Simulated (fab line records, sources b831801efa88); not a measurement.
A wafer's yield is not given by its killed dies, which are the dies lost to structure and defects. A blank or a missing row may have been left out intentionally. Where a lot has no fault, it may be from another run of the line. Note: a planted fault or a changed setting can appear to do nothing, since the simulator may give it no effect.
Which tool was responsible?	flow gf180mcu	route of 602 steps, sampled at 1 step: 12 lots, 36 wafers

WHAT EACH GAUGE READ, for each wafer
GF_STI_BOW_MEAS_00.
lot	measured	on	INCOMING_BOW (um)
L075	day 1 15:00	film-metro-01	1 9 8
L077	day 2 01:00	film-metro-02	-3 -5 6
L079	day 2 11:01	film-metro-03	-4 1 -6
L081	day 2 21:01	film-metro-02	-7 3 -17
L083	day 3 07:01	film-metro-03	10 -12 -4
L085	day 3 17:02	film-metro-01	-1 -2 -7
L087	day 4 03:00	film-metro-03	-4 0 -8
L089	day 4 13:00	film-metro-03	12 -11 2
L091	day 4 23:00	film-metro-02	-5 3 -7
L093	day 5 09:00	film-metro-02	-3 -8 9
L095	day 5 19:00	film-metro-02	4 -8 -3
L097	day 6 05:00	film-metro-02	1 7 13

WHICH TOOL RAN EACH LOT (tool, then ch and the chambers of the sampled wafers, then the start)
The record shows no process step preceding these readings.

THE ANSWER, worked out from the rows above alone
Rule: the lots themselves supply what counts as usual. Put in order of their means at a reading, lots are off if they are a third of the lots or fewer, leave a main group of 4 or more, and stand apart from it by a gap of 3 or more times the standard deviation of the main group's means; of several such gaps the widest counts. A main group whose means are all the same, to the digits that the tables above print for the reading, isn't used. A lot without any number at a reading at which 4 lots or more have one is off too. Any other lot the step has rows for is counted as sound.
Across all readings shown, no lot is off: no conclusion can be drawn from this.

WHAT THE SIMULATOR HAD INSERTED
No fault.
